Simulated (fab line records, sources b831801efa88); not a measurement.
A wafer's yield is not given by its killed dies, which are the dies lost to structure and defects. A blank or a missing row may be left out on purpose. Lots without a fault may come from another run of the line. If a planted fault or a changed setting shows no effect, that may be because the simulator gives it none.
fab line records	flow sfqLine
record lots=6	wafers=18	lastDay=95
route steps=325 shown I3@137 M4@148 I4@163 JJ@178 M8@325
lots that met no fault: from a run of the same line without faults
startH: the number of hours between the record's first day and the start of the first shown wafer of the lot	waitH: hours from the lot's prior step to this one	" identical to the entry in the row above	L1.1+2: one row covering several wafers at once	- value missing, or start not given	* or withheld: withheld	< > ~ a bound
route shown NAME@n: names a module that has steps shown in the file, with the first one's number in the route	usual: average and standard deviation across the fault-free wafers	same: alike in all rows	chamber/n: place in a boat	sites: the reading at each site	_std_site: standard deviation across them	_edge_site: inner sites' mean taken away from outer sites' mean	radiusMm: how far each site lies from the wafer's centre	mask NAME#n: copy n	behind: the last tool/chamber to shape the wafer	hold: cause of the lot's hold/its duration in hours/its outcome	device: the transistor (n, p or np) that didn't switch	end of line: tests of these same wafers at the route's end	a step given without rows: its recipe and nothing more	killed: the dies lost at the first sort to structure and to defects; this is not the yield of the wafer	map: the dies of a wafer, with x for killed, . for not killed, _ for no die there
set.NAME: the setting as run; set.NAME@STEP: as run at that earlier step	model.NAME: the simulator's own value behind a step, which no gauge read
lots at some steps of the route; a table a step, a row a wafer
services: when a tool's chamber went out of use (startH, in hours from the record's first day, below 0 if earlier), for how many hours, and the reason
## steps
# step SFQ_TRILAYER_I3_VIA_LITHO_COAT_090
# recipe resist=BARC	spinRpm=3000	resistThkNm=62
# step SFQ_TRILAYER_I3_VIA_LITHO_COAT_085
# recipe resist=KrF	spinRpm=3000	resistThkNm=650
# step SFQ_TRILAYER_I3_VIA_LITHO_SOFTBAKE_089
# recipe tempC=withheld	timeS=withheld	resist=KrF
# step SFQ_TRILAYER_I3_VIA_LITHO_EXPOSE_086
# recipe maskId=I3	na=0.6	sourceShape=conventional	sigmaOuter=0.65	targetCdNm=500	doseMj=21.3
# step SFQ_TRILAYER_I3_VIA_LITHO_PEB_088
# recipe pebTempC=115	pebTimeS=60	resist=KrF
# step SFQ_TRILAYER_I3_VIA_LITHO_DEVELOP_087
# recipe timeS=60	resist=KrF
# step SFQ_I3_OVL_MEAS_923
# usual I3_OVL=-1/6
lot.wafer	tool	chamber	startH	waitH	I3_OVL[nm]
L840.2	overlay-02	-	1170.85	0.1	-1
L840.3	"	-	"	"	-2
L840.6	"	-	"	"	1
L849.1	overlay-02	-	1196.29	0.1	-9
L849.3	"	-	"	"	-7
L849.5	"	-	"	"	-10
L853.3	overlay-02	-	1203.51	0.1	-1
L853.4	"	-	"	"	-12
L853.5	"	-	"	"	-6
L856.2	overlay-01	-	1207.10	0.1	0
L856.3	"	-	"	"	-12
L856.4	"	-	"	"	1
L860.1	overlay-01	-	1233.62	0.1	-5
L860.2	"	-	"	"	4
L860.5	"	-	"	"	-7
L861.2	overlay-02	-	1236.03	0.1	-6
L861.4	"	-	"	"	-1
L861.5	"	-	"	"	6
# step SFQ_TRILAYER_I3_VIA_BARC_OPEN_VIA_ETCH_121
# recipe maskMaterial=PR	chemistry=O2	targetDepthNm=125	target=BARC	sourceW=500	biasW=80	pressureMtorr=30	timeS=41.7
# step SFQ_TRILAYER_I3_VIA_ETCH_VIA_ETCH_088
# recipe target=SiO2	stopOn=Nb	maskMaterial=PR	taperDeg=20	chemistry=CHF3	targetDepthNm=260	sourceW=500	biasW=80	pressureMtorr=30	timeS=withheld
# step SFQ_TRILAYER_I3_VIA_STRIP_STRIP_089
# recipe gas=O2	powerW=200	platenTempC=40	overashFraction=0.65	chemistry=O2	pressureMtorr=50
# usual chamberPressureMTorr=50.00/0.041	drypumpMotorCurrentA=5.9/0.32	oesProductAu=1.004/0.0073
lot.wafer	tool	chamber	startH	waitH	chamberPressureMTorr	drypumpMotorCurrentA	oesProductAu	rfHoursCounterH
L840.2	rieMetal-04	1	1171.03	-	50.08	6.1	1.014	52
L840.3	"	0	"	"	50.00	6.2	1.004	-
L840.6	"	1	"	"	50.04	6.1	0.997	-
L849.1	rieMetal-04	0	1196.48	-	49.94	6.2	1.005	23
L849.3	"	1	"	"	50.02	6.1	1.008	-
L849.5	"	0	"	"	49.94	6.2	1.005	-
L853.3	rieMetal-01	1	1203.88	-	49.95	5.5	1.005	-
L853.4	"	0	"	"	49.98	5.8	0.988	-
L853.5	"	1	"	"	50.03	5.4	1.002	-
L856.2	rieMetal-01	0	1207.28	-	49.99	5.8	0.998	23
L856.3	"	0	"	"	49.98	5.8	0.996	-
L856.4	"	1	"	"	49.96	5.4	1.004	-
L860.1	rieMetal-04	0	1233.81	-	50.02	6.2	1.008	28
L860.2	"	1	"	"	50.08	6.1	1.007	59
L860.5	"	1	"	"	49.94	6.1	1.009	-
L861.2	rieMetal-04	0	1236.21	-	49.99	6.2	1.001	28
L861.4	"	1	"	"	50.08	6.0	1.004	-
L861.5	"	1	"	"	49.98	6.0	1.005	-
# step SFQ_TRILAYER_I3_VIA_STRIP_SOLV_CLEAN_090
# recipe chemistry=NMP	tempC=70	timeS=600
# step SFQ_TRILAYER_M4_DEP_PRE_CLEAN_092
# recipe gas=Ar	timeS=22.5	biasV=250
# step SFQ_TRILAYER_M4_DEP_SPUTTER_091
# recipe material=Nb	basePressurePa=1.33e-06	chamberPressurePa=0.1333	substrateTempC=20	resputterCathodeVoltageV=400	targetThkNm=200	powerW=2000	timeS=133.3
# usual cathodeDcPowerW=2000.0/0.37	chamberPressurePa=0.13327/0.00027	resputterCathodeVoltageV=400/4	throttleValvePct=30.1/1.3
lot.wafer	tool	chamber	startH	waitH	cathodeDcPowerW	chamberPressurePa	resputterCathodeVoltageV	throttleValvePct	model.Nb_of_TRILAYER_M4_DEP_SPUTTER_091.thkNm
L840.2	pvdSputter-04	-	1171.84	0.0	2000.2	0.13351	398	31.3	199.8
L840.3	"	-	"	"	1999.9	0.1332	396	31.2	201.3
L840.6	"	-	"	"	2000.3	0.13346	398	31.2	200.7
L849.1	pvdSputter-06	-	1197.29	0.0	2000.0	0.13379	396	29.5	200.2
L849.3	"	-	"	"	2000.5	0.13309	407	27.0	203
L849.5	"	-	"	"	1999.5	0.13345	392	31.0	202.8
L853.3	pvdSputter-03	-	1204.49	0.0	2000.2	0.13304	403	30.5	199.5
L853.4	"	-	"	"	1999.9	0.13353	409	30.5	200.2
L853.5	"	-	"	"	1999.7	0.13271	396	28.8	200.3
L856.2	pvdSputter-03	-	1208.09	0.0	2205.5	0.1335	397	31.1	216.6
L856.3	"	-	"	"	2206.1	0.13345	403	28.4	221.4
L856.4	"	-	"	"	2205.7	0.13327	399	29.6	220.7
L860.1	pvdSputter-06	-	1234.61	0.0	1999.6	0.13343	401	30.2	202.3
L860.2	"	-	"	"	1999.9	0.13345	405	27.1	202.3
L860.5	"	-	"	"	2000.4	0.13304	397	31.2	202.2
L861.2	pvdSputter-03	-	1237.01	0.0	2206.6	0.13302	395	28.4	218.2
L861.4	"	-	"	"	2205.5	0.133	401	30.3	218.6
L861.5	"	-	"	"	2205.6	0.13341	401	28.4	221
# step SFQ_M4_RS_MEAS_924
# recipe thkMeasGauge=four-point-probe	reads=Nb_of_TRILAYER_M4_DEP_SPUTTER_091
# usual M4_NB_RS=0.888/0.011
lot.wafer	tool	chamber	startH	waitH	M4_NB_RS[ohm/sq]
L840.2	filmMetro-03	-	1171.95	0.1	0.891
L840.3	"	-	"	"	0.883
L840.6	"	-	"	"	0.887
L849.1	filmMetro-04	-	1197.38	0.0	0.887
L849.3	"	-	"	"	0.879
L849.5	"	-	"	"	0.877
L853.3	filmMetro-04	-	1204.62	0.1	0.892
L853.4	"	-	"	"	0.890
L853.5	"	-	"	"	0.888
L856.2	filmMetro-03	-	1208.20	0.1	0.824
L856.3	"	-	"	"	0.803
L856.4	"	-	"	"	0.807
L860.1	filmMetro-02	-	1234.70	0.0	0.882
L860.2	"	-	"	"	0.881
L860.5	"	-	"	"	0.884
L861.2	filmMetro-02	-	1237.12	0.1	0.817
L861.4	"	-	"	"	0.813
L861.5	"	-	"	"	0.805
# step SFQ_TRILAYER_M4_LITHO_COAT_098
# recipe resist=BARC	spinRpm=3000	resistThkNm=62
# step SFQ_TRILAYER_M4_LITHO_COAT_093
# recipe resist=KrF	spinRpm=3000	resistThkNm=600
# step SFQ_TRILAYER_M4_LITHO_SOFTBAKE_097
# recipe tempC=withheld	timeS=withheld	resist=KrF
# step SFQ_TRILAYER_M4_LITHO_EXPOSE_094
# recipe maskId=M4	na=0.6	sourceShape=conventional	sigmaOuter=0.65	targetCdNm=500	doseMj=14.4
# step SFQ_TRILAYER_M4_LITHO_PEB_096
# recipe pebTempC=115	pebTimeS=60	resist=KrF
# step SFQ_TRILAYER_M4_LITHO_DEVELOP_095
# recipe timeS=60	resist=KrF
# step SFQ_M4_OVL_MEAS_926
# usual M4_OVL=0/4.9
lot.wafer	tool	chamber	startH	waitH	M4_OVL[nm]
L840.2	overlay-02	-	1278.86	0.1	5
L840.3	"	-	"	"	5
L840.6	"	-	"	"	5
L849.1	overlay-01	-	1309.60	0.1	7
L849.3	"	-	"	"	5
L849.5	"	-	"	"	7
L853.3	overlay-01	-	1316.82	0.1	-4
L853.4	"	-	"	"	1
L853.5	"	-	"	"	-5
L856.2	overlay-01	-	1322.81	0.1	-5
L856.3	"	-	"	"	-4
L856.4	"	-	"	"	-4
L860.1	overlay-02	-	1349.20	0.1	5
L860.2	"	-	"	"	6
L860.5	"	-	"	"	8
L861.2	overlay-02	-	1352.81	0.1	4
L861.4	"	-	"	"	2
L861.5	"	-	"	"	2
# step SFQ_TRILAYER_M4_BARC_OPEN_METAL_ETCH_123
# recipe maskMaterial=PR	chemistry=O2	targetDepthNm=125	target=BARC	icpW=600	biasW=80	pressureMtorr=10	timeS=41.7
# usual chamberPressureMTorr=10.000/0.0087	drypumpMotorCurrentA=5.8/0.4	oesProductAu=0.684/0.0044
lot.wafer	tool	chamber	startH	waitH	chamberPressureMTorr	drypumpMotorCurrentA	oesProductAu	rfHoursCounterH
L840.2	rieMetal-04	0	1278.89	0.0	9.995	6.2	0.673	36
L840.3	"	1	"	"	10.001	6.0	0.683	-
L840.6	"	0	"	"	10.016	6.2	0.689	-
L849.1	rieMetal-03	0	1309.64	0.0	10.003	5.4	0.686	8
L849.3	"	0	"	"	9.998	5.4	0.683	-
L849.5	"	0	"	"	9.999	5.4	0.681	-
L853.3	rieMetal-04	0	1316.86	0.0	10.013	6.3	0.683	-
L853.4	"	1	"	"	10.010	6.0	0.687	-
L853.5	"	0	"	"	9.994	6.2	0.687	-
L856.2	rieMetal-02	0	1322.84	0.0	9.995	5.4	0.679	30
L856.3	"	1	"	"	9.999	6.3	0.675	-
L856.4	"	0	"	"	10.007	5.4	0.688	-
L860.1	rieMetal-04	1	1349.24	0.0	9.993	6.0	0.677	78
L860.2	"	0	"	"	10.009	6.2	0.686	46
L860.5	"	0	"	"	9.994	6.2	0.686	-
L861.2	rieMetal-02	1	1352.84	0.0	10.002	6.3	0.679	118
L861.4	"	1	"	"	9.993	6.3	0.687	-
L861.5	"	0	"	"	9.990	5.4	0.685	-
# step SFQ_TRILAYER_M4_ETCH_METAL_ETCH_096
# recipe target=Nb	stopOn=SiO2	maskMaterial=PR	chemistry=Cl2/Ar	targetDepthNm=240	icpW=600	biasW=80	pressureMtorr=10	timeS=120
# usual chamberPressureMTorr=10.001/0.0088	drypumpMotorCurrentA=5.8/0.41	oesProductAu=0.895/0.0083
lot.wafer	tool	chamber	startH	waitH	chamberPressureMTorr	drypumpMotorCurrentA	oesProductAu	rfHoursCounterH
L840.2	rieMetal-04	0	1278.95	0.0	9.987	6.2	0.897	36
L840.3	"	1	"	"	9.991	6.1	0.898	-
L840.6	"	0	"	"	9.997	6.2	0.895	-
L849.1	rieMetal-03	0	1309.76	0.1	9.994	5.4	0.892	8
L849.3	"	0	"	"	10.011	5.4	0.892	-
L849.5	"	0	"	"	9.997	5.3	0.889	-
L853.3	rieMetal-04	0	1316.94	0.1	10.008	6.3	0.895	-
L853.4	"	1	"	"	9.997	6.0	0.894	-
L853.5	"	0	"	"	9.990	6.2	0.895	-
L856.2	rieMetal-02	0	1322.90	0.0	9.989	5.4	0.940	30
L856.3	"	1	"	"	10.002	6.2	0.946	-
L856.4	"	0	"	"	9.990	5.4	0.947	-
L860.1	rieMetal-04	1	1349.30	0.0	10.003	6.1	0.907	78
L860.2	"	0	"	"	9.999	6.2	0.898	46
L860.5	"	0	"	"	10.010	6.2	0.899	-
L861.2	rieMetal-02	1	1352.90	0.0	10.001	6.3	0.942	118
L861.4	"	1	"	"	9.995	6.2	0.935	-
L861.5	"	0	"	"	9.998	5.4	0.949	-
# step SFQ_TRILAYER_M4_STRIP_STRIP_097
# recipe gas=O2	powerW=200	platenTempC=40	overashFraction=0.65	chemistry=O2	pressureMtorr=50
# usual chamberPressureMTorr=50.00/0.043	drypumpMotorCurrentA=5.8/0.41	oesProductAu=1.004/0.0067
lot.wafer	tool	chamber	startH	waitH	chamberPressureMTorr	drypumpMotorCurrentA	oesProductAu	rfHoursCounterH
L840.2	rieMetal-04	0	1279.08	0.1	49.98	6.2	1.011	36
L840.3	"	1	"	"	49.99	6.0	1.007	-
L840.6	"	0	"	"	50.11	6.2	1.011	-
L849.1	rieMetal-03	0	1310.01	0.2	49.97	5.3	0.997	8
L849.3	"	0	"	"	50.01	5.3	1.003	-
L849.5	"	0	"	"	49.94	5.3	1.008	-
L853.3	rieMetal-04	0	1317.23	0.2	49.91	6.3	1.000	-
L853.4	"	1	"	"	50.01	6.1	1.015	-
L853.5	"	0	"	"	50.07	6.2	1.013	-
L856.2	rieMetal-02	0	1323.03	0.1	50.03	5.4	1.000	30
L856.3	"	1	"	"	49.99	6.2	1.013	-
L856.4	"	0	"	"	50.02	5.4	0.997	-
L860.1	rieMetal-04	1	1349.43	0.1	49.95	6.0	1.013	78
L860.2	"	0	"	"	49.98	6.2	0.996	46
L860.5	"	0	"	"	50.01	6.2	1.006	-
L861.2	rieMetal-02	1	1353.03	0.1	50.04	6.2	1.004	118
L861.4	"	1	"	"	50.03	6.2	0.999	-
L861.5	"	0	"	"	49.98	5.4	1.005	-
# step SFQ_TRILAYER_M4_STRIP_SOLV_CLEAN_098
# recipe chemistry=NMP	tempC=70	timeS=600
# step SFQ_TRILAYER_I4_DEP_PECVD_099
# recipe material=SiO2	tempC=150	timeS=111.11	pressureTorr=2.4	rfW=183.3	precursor=SiH4/N2O	targetThkNm=500
# step SFQ_TRILAYER_I4_CMP_CMP_100
# recipe material=SiO2	downForcePsi=3	platenRpm=60	padVelocityMS=0.94248
# step SFQ_I4_BOW_MEAS_927
# recipe mode=bow
# usual I4_BOW=4/10
lot.wafer	tool	chamber	startH	waitH	I4_BOW[um]
L840.2	filmMetro-01	-	1307.17	2.5	3
L840.3	"	-	"	"	7
L840.6	"	-	"	"	1
L849.1	filmMetro-03	-	1332.22	1.5	2
L849.3	"	-	"	"	2
L849.5	"	-	"	"	-13
L853.3	filmMetro-01	-	1341.26	1.5	12
L853.4	"	-	"	"	20
L853.5	"	-	"	"	23
L856.2	filmMetro-04	-	1345.17	2.5	1
L856.3	"	-	"	"	8
L856.4	"	-	"	"	22
L860.1	filmMetro-03	-	1357.51	1.0	-17
L860.2	"	-	"	"	-4
L860.5	"	-	"	"	-11
L861.2	filmMetro-04	-	1360.17	1.5	2
L861.4	"	-	"	"	-11
L861.5	"	-	"	"	4
# step SFQ_TRILAYER_I4_METRO_MEASURE_101
# usual thkNm=200.2/1.2
lot.wafer	tool	chamber	startH	waitH	thkNm
L840.2	filmMetro-01	-	1307.47	0.3	199.0
L840.3	"	-	"	"	197.6
L840.6	"	-	"	"	199.6
L849.1	filmMetro-03	-	1332.34	0.1	199.5
L849.3	"	-	"	"	198.6
L849.5	"	-	"	"	199.2
L853.3	filmMetro-01	-	1341.74	0.5	198.2
L853.4	"	-	"	"	200.7
L853.5	"	-	"	"	199.7
L856.2	filmMetro-04	-	1345.47	0.3	199.0
L856.3	"	-	"	"	201.8
L856.4	"	-	"	"	200.9
L860.1	filmMetro-03	-	1357.63	0.1	200.9
L860.2	"	-	"	"	198.7
L860.5	"	-	"	"	201.6
L861.2	filmMetro-04	-	1360.47	0.3	202.2
L861.4	"	-	"	"	201.3
L861.5	"	-	"	"	199.0
# step SFQ_TRILAYER_I4_VIA_LITHO_COAT_108
# recipe resist=BARC	spinRpm=3000	resistThkNm=62
# step SFQ_TRILAYER_I4_VIA_LITHO_COAT_103
# recipe resist=KrF	spinRpm=3000	resistThkNm=650
# step SFQ_TRILAYER_I4_VIA_LITHO_SOFTBAKE_107
# recipe tempC=withheld	timeS=withheld	resist=KrF
# step SFQ_TRILAYER_I4_VIA_LITHO_EXPOSE_104
# recipe maskId=I4	na=0.6	sourceShape=conventional	sigmaOuter=0.65	targetCdNm=700	doseMj=21.3
# step SFQ_TRILAYER_I4_VIA_LITHO_PEB_106
# recipe pebTempC=115	pebTimeS=60	resist=KrF
# step SFQ_TRILAYER_I4_VIA_LITHO_DEVELOP_105
# recipe timeS=60	resist=KrF
# step SFQ_I4_OVL_MEAS_928
# usual I4_OVL=0/5.5
lot.wafer	tool	chamber	startH	waitH	I4_OVL[nm]
L840.2	overlay-02	-	1312.84	0.1	1
L840.3	"	-	"	"	-7
L840.6	"	-	"	"	-4
L849.1	overlay-01	-	1344.03	0.1	1
L849.3	"	-	"	"	-2
L849.5	"	-	"	"	4
L853.3	overlay-01	-	1350.05	0.1	4
L853.4	"	-	"	"	-2
L853.5	"	-	"	"	-2
L856.2	overlay-02	-	1476.91	0.1	1
L856.3	"	-	"	"	4
L856.4	"	-	"	"	3
L860.1	overlay-01	-	1502.11	0.1	4
L860.2	"	-	"	"	6
L860.5	"	-	"	"	3
L861.2	overlay-02	-	1508.11	0.1	-4
L861.4	"	-	"	"	-5
L861.5	"	-	"	"	-9
# step SFQ_TRILAYER_I4_VIA_BARC_OPEN_VIA_ETCH_146
# recipe maskMaterial=PR	chemistry=O2	targetDepthNm=125	target=BARC	sourceW=500	biasW=80	pressureMtorr=30	timeS=41.7
# usual chamberPressureMTorr=29.999/0.028	drypumpMotorCurrentA=5.65/0.27	oesProductAu=0.686/0.0044
lot.wafer	tool	chamber	startH	waitH	chamberPressureMTorr	drypumpMotorCurrentA	oesProductAu	rfHoursCounterH
L840.2	rieDiel-01	3	1312.87	0.0	29.996	5.67	0.688	6
L840.3	"	1	"	"	29.963	5.29	0.692	9
L840.6	"	2	"	"	29.953	6.04	0.691	-
L849.1	rieDiel-03	1	1344.07	0.0	30.035	5.73	0.685	11
L849.3	"	2	"	"	29.979	5.55	0.688	19
L849.5	"	1	"	"	30.022	5.75	0.685	-
L853.3	rieDiel-03	1	1350.07	0.0	30.006	5.71	0.687	11
L853.4	"	1	"	"	30.055	5.71	0.690	-
L853.5	"	3	"	"	29.960	5.94	0.681	-
L856.2	rieDiel-03	2	1476.94	0.0	30.021	5.55	0.682	21
L856.3	"	1	"	"	30.019	5.71	0.683	13
L856.4	"	3	"	"	30.009	5.91	0.681	4
L860.1	rieDiel-03	3	1502.14	0.0	29.983	5.92	0.690	4
L860.2	"	1	"	"	30.046	5.72	0.681	13
L860.5	"	0	"	"	30.090	5.63	0.677	-
L861.2	rieDiel-01	0	1508.14	0.0	30.007	5.37	0.690	12
L861.4	"	1	"	"	29.985	5.26	0.693	12
L861.5	"	2	"	"	30.036	6.00	0.688	-
# step SFQ_TRILAYER_I4_VIA_ETCH_VIA_ETCH_106
# recipe target=SiO2	stopOn=Nb	maskMaterial=PR	taperDeg=20	chemistry=CHF3	targetDepthNm=260	sourceW=500	biasW=80	pressureMtorr=30	timeS=withheld
# step SFQ_TRILAYER_I4_VIA_STRIP_STRIP_107
# recipe gas=O2	powerW=200	platenTempC=40	overashFraction=0.65	chemistry=O2	pressureMtorr=50
# step SFQ_TRILAYER_I4_VIA_STRIP_SOLV_CLEAN_108
# recipe chemistry=NMP	tempC=70	timeS=600
# step SFQ_TRILAYER_JJ_TRILAYER_DEP_PRE_CLEAN_113
# recipe gas=Ar	timeS=22.5	biasV=250
# step SFQ_M8_BOW_MEAS_951
# recipe mode=bow
# usual M8_BOW=8/12
lot.wafer	tool	chamber	startH	waitH	M8_BOW[um]	model.etest.m4.ohmUm	model.etest.i3.linkOhm	model.etest.i4.linkOhm	model.etest.m4.ohmSq
L840.2	filmMetro-03	-	1989.17	0.0	10	1.792	1.963	2.192	0.8917
L840.3	"	-	"	"	14	1.773	1.954	2.162	0.8852
L840.6	"	-	"	"	7	1.784	1.952	2.188	0.8877
L849.1	filmMetro-03	-	2125.15	0.0	0	1.79	1.985	2.184	0.89
L849.3	"	-	"	"	1	1.766	1.954	2.151	0.8775
L849.5	"	-	"	"	-13	1.766	1.972	2.163	0.8786
L853.3	filmMetro-03	-	2143.01	0.0	8	1.79	1.983	2.162	0.893
L853.4	"	-	"	"	17	1.783	1.975	2.178	0.8897
L853.5	"	-	"	"	21	1.785	1.976	2.178	0.8893
L856.2	filmMetro-04	-	2225.44	0.0	3	1.654	1.889	2.119	0.8227
L856.3	"	-	"	"	12	1.618	1.876	2.08	0.8047
L856.4	"	-	"	"	25	1.622	1.879	2.102	0.8073
L860.1	filmMetro-04	-	2271.23	0.0	-14	1.768	1.953	2.181	0.8805
L860.2	"	-	"	"	-3	1.767	1.948	2.189	0.8807
L860.5	"	-	"	"	-10	1.77	1.954	2.19	0.8812
L861.2	filmMetro-01	-	2272.63	0.0	1	1.641	1.883	2.097	0.8164
L861.4	"	-	"	"	-14	1.638	1.889	2.103	0.8148
L861.5	"	-	"	"	1	1.621	1.883	2.097	0.8063
## services
tool	chamber	startH	hours	kind
filmMetro-04	-	1149.39	1.7	pm
rieMetal-04	-	1149.86	0.4	repair
filmMetro-04	-	1153.08	0.2	pm
filmMetro-01	-	1154.64	1.6	pm
filmMetro-03	-	1157.34	1.0	pm
pvdSputter-03	-	1224.70	10.7	repair
rieDiel-03	-	1232.64	2.8	pm
pvdSputter-03	-	1240.10	1.5	repair
rieDiel-03	0	1248.91	1.4	repair
rieMetal-04	-	1261.02	1.1	repair
rieDiel-03	1	1311.83	15.0	repair
rieDiel-03	-	1336.48	0.1	repair
rieMetal-02	-	1337.81	0.5	repair
rieMetal-03	0	1348.04	5.8	repair
rieDiel-03	0	1349.88	7.8	repair
rieDiel-03	3	1351.38	19.7	repair
rieMetal-04	-	1357.07	0.4	repair
pvdSputter-03	-	1390.05	58.9	repair
rieDiel-03	3	1406.62	3.9	repair
rieDiel-03	1	1407.61	5.9	repair
rieDiel-03	0	1408.53	5.2	repair
pvdSputter-03	-	1419.17	3.4	repair
pvdSputter-03	-	1478.46	14.1	repair
rieDiel-03	1	1491.27	6.5	repair
## key
firstSign step=SFQ_TRILAYER_M4_DEP_SPUTTER_091	reading=cathodeDcPowerW	direction=up	sigmas=99+	usual=2000.0	struck=2205.8
effect step=SFQ_M4_RS_MEAS_924	reading=M4_NB_RS	direction=down	sigmas=7.1	usual=0.888	struck=0.812
effect step=SFQ_TRILAYER_M4_ETCH_METAL_ETCH_096	reading=oesProductAu	direction=up	sigmas=5.8	usual=0.895	struck=0.943
modelEffect step=SFQ_TRILAYER_M4_DEP_SPUTTER_091	value=Nb_of_TRILAYER_M4_DEP_SPUTTER_091.thkNm	without=198.8	struck=219.4
modelEffect step=SFQ_M8_BOW_MEAS_951	value=etest.m4.ohmUm	without=1.801	struck=1.632
metAt SFQ_TRILAYER_M4_DEP_SPUTTER_091
struckWafers L856.2,L856.3,L856.4,L861.2,L861.4,L861.5
onsetBetween 1204.49 1208.09
fault kind=processParameterDrift	tool=pvdSputter-03	chamber=-	onsetH=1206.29	steps=SFQ_TRILAYER_M4_DEP_SPUTTER_091	channel=powerW	offset=205.84	shape=step	endH=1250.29	actsIn=theseRecipesOnly	stated=2000
